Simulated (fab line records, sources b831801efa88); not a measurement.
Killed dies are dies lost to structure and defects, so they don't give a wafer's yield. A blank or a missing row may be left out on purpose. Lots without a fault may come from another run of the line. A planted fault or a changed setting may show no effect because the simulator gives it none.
Which tool did it? | flow sky130 | 13 lots, 38 wafers sampled, at 5 steps of a route of 708

WHAT THE GAUGES READ, wafer by wafer
SKY_POLY_GATE_OVL_MEAS_14. Usual: POLY_GATE_OVL -1 nm, standard deviation 4.4.
lot  | measured     | on         | POLY_GATE_OVL (nm) | flag
L153 | day 16 10:38 | overlay-02 | -8 -4 -7           |
L155 | day 18 07:32 | overlay-02 | 0 6 1              |
L156 | day 18 08:10 | overlay-01 | -4 -4 0            |
L158 | day 22 02:46 | overlay-01 | -4 -4 -6           |
L164 | day 22 02:53 | overlay-01 | -6 -1 -2           |
L161 | day 22 04:04 | overlay-02 | 1 -2 -5            |
L163 | day 22 04:43 | overlay-02 | -7 1 2             |
L167 | day 22 08:19 | overlay-01 | 1 -6 -9            |
L166 | day 22 10:38 | overlay-02 | 4 1 2              |
L168 | day 22 13:07 | overlay-02 | 4 4 -1             |
L170 | day 22 15:49 | overlay-01 | -7 -11 0           |
L172 | day 23 00:26 | overlay-02 | 1 -5               |
L176 | day 24 10:14 | overlay-01 | 2 2 0              |

SKY_LDD_N_OVL_MEAS_07. Usual: LDD_N_OVL -0.5 nm, standard deviation 1.2.
lot  | measured     | on         | LDD_N_OVL (nm) | flag
L153 | day 17 14:01 | overlay-01 | -0.8 -1.2 -2.7 |
L155 | day 19 15:03 | overlay-02 | -2.2 -1.0 -1.3 |
L156 | day 19 15:21 | overlay-02 | -1.0 -2.6 -1.4 |
L158 | day 23 09:39 | overlay-02 | 1.4 0.6 -0.2   |
L164 | day 23 11:34 | overlay-01 | -1.1 -0.1 -1.1 |
L161 | day 23 12:02 | overlay-02 | -0.5 0.9 -0.3  |
L163 | day 23 12:31 | overlay-02 | 1.4 2.4 1.1    |
L167 | day 23 15:49 | overlay-02 | 1.8 1.2 3.5    |
L166 | day 23 20:09 | overlay-02 | 0.9 0.6 -0.3   |
L168 | day 23 21:30 | overlay-01 | -0.5 0.0 0.1   |
L170 | day 24 00:33 | overlay-02 | 1.3 0.1 -0.7   |
L172 | day 24 11:01 | overlay-02 | 0.4 -1.1       |
L176 | day 25 17:49 | overlay-02 | 0.0 0.7 0.5    |

SKY_LDD_HVN_TW_MEAS_10. Usual: LDD_HVN_TW 1432, standard deviation 7.1.
lot  | measured     | on            | LDD_HVN_TW     | flag
L153 | day 20 04:11 | film_metro-03 | 1437 1429 1435 |
L155 | day 22 04:32 | film_metro-03 | 1437 1442 1439 |
L156 | day 22 04:59 | film_metro-02 | 1431 1429 1432 |
L158 | day 25 21:50 | film_metro-02 | 1423 1415 1426 |
L164 | day 25 23:15 | film_metro-02 | 1422 1422 1424 |
L161 | day 26 00:20 | film_metro-03 | 1431 1442 1434 |
L163 | day 26 00:38 | film_metro-02 | 1424 1427 1417 |
L167 | day 26 07:48 | film_metro-03 | 1433 1446 1439 |
L166 | day 26 08:26 | film_metro-03 | 1444 1441 1439 |
L168 | day 26 09:02 | film_metro-04 | 1434 1437 1434 |
L170 | day 26 12:20 | film_metro-04 | 1431 1465 1437 |
L172 | day 26 22:59 | film_metro-04 | 1463 1432      |
L176 | day 28 05:04 | film_metro-02 | 1424 1432 1423 |

WHICH TOOL RAN EACH LOT (tool, then ch and the chambers of the sampled wafers, then the start)
lot  | SKY_POLY_GATE_ETCH_15              | SKY_LDD_HVN_IMPLANT_08
L153 | rie_diel-02 ch 2,3, day 16 10:40   | implanter-02 ch 0, day 20 03:56
L155 | rie_diel-01 ch 1,2, day 18 07:34   | implanter-02 ch 0, day 22 04:17
L156 | rie_diel-02 ch 0,2,3, day 18 08:12 | implanter-04 ch 0, day 22 04:44
L158 | rie_diel-02 ch 0,1,3, day 22 02:48 | implanter-01 ch 0, day 25 21:35
L164 | rie_diel-01 ch 0,2, day 22 02:55   | implanter-04 ch 0, day 25 23:02
L161 | rie_diel-01 ch 0,1,3, day 22 04:06 | implanter-02 ch 0, day 26 00:05
L163 | rie_diel-02 ch 0,1,2, day 22 04:45 | implanter-04 ch 0, day 26 00:25
L167 | rie_diel-01 ch 1,3, day 22 08:21   | implanter-04 ch 0, day 26 07:35
L166 | rie_diel-01 ch 0,1,3, day 22 10:40 | implanter-01 ch 0, day 26 08:11
L168 | rie_diel-04 ch 1,3, day 22 13:09   | implanter-01 ch 0, day 26 08:47
L170 | rie_diel-02 ch 0,2,3, day 22 15:52 | implanter-04 ch 0, day 26 12:05
L172 | rie_diel-01 ch 0,1, day 23 00:28   | implanter-04 ch 0, day 26 22:46
L176 | rie_diel-02 ch 0,2, day 24 10:16   | implanter-02 ch 0, day 28 04:50
- SKY_POLY_GATE_ETCH_15: etches BARC in N2/H2, stops on SiO2, time 118.5 s, target depth 110 nm.
- SKY_LDD_HVN_IMPLANT_08

WHAT THE TOOLS THEMSELVES READ (means of the sampled wafers that have a number; where no wafer has one, the mark that the record gives instead)
SKY_POLY_GATE_ETCH_15. Usual: chamber_pressure_mTorr 30.000 mTorr, standard deviation 0.028; drypump_motor_current_A 5.8 A, standard deviation 0.43; oes_product_au 0.716 a.u., standard deviation 0.0043; throttle_valve_pct 13.214 %, standard deviation 0.0093.
lot  | tool        | chamber_pressure_mTorr (mTorr) | drypump_motor_current_A (A) | oes_product_au (a.u.) | throttle_valve_pct (%) | flag
L153 | rie_diel-02 | 29.988                         | 5.5                         | 0.712                 | 13.211                 |
L155 | rie_diel-01 | 30.024                         | 6.2                         | 0.718                 | 13.214                 |
L156 | rie_diel-02 | 30.004                         | 5.8                         | 0.712                 | 13.217                 |
L158 | rie_diel-02 | 30.007                         | 5.6                         | 0.720                 | 13.207                 |
L164 | rie_diel-01 | 29.995                         | 5.5                         | 0.715                 | 13.213                 |
L161 | rie_diel-01 | 30.028                         | 5.9                         | 0.721                 | 13.211                 |
L163 | rie_diel-02 | 29.993                         | 5.9                         | 0.715                 | 13.209                 |
L167 | rie_diel-01 | 30.012                         | 6.3                         | 0.716                 | 13.207                 |
L166 | rie_diel-01 | 30.012                         | 5.9                         | 0.717                 | 13.203                 |
L168 | rie_diel-04 | 30.026                         | 5.6                         | 0.723                 | 13.227                 |
L170 | rie_diel-02 | 29.990                         | 5.8                         | 0.717                 | 13.214                 |
L172 | rie_diel-01 | 29.980                         | 5.8                         | 0.716                 | 13.222                 |
L176 | rie_diel-02 | 29.971                         | 6.1                         | 0.720                 | 13.216                 |

THE ANSWER, worked out from the rows above alone
Rule: a lot is off if the mean of its wafers that have a number lies more than 3 standard deviations from the usual mean. A lot without any number at a reading at which 4 lots or more have one is off too. The other lots that the step has rows for count as sound. The gauges are gone through in route order, then the tools' own readings, and for those a lot's mean is taken as printed above. The first step at which some lot is off is used, and at that step the reading that is off furthest; a lot without a number counts as furthest.
No lot is off at any reading shown: from this, nothing can be told.

WHAT THE SIMULATOR HAD PUT IN
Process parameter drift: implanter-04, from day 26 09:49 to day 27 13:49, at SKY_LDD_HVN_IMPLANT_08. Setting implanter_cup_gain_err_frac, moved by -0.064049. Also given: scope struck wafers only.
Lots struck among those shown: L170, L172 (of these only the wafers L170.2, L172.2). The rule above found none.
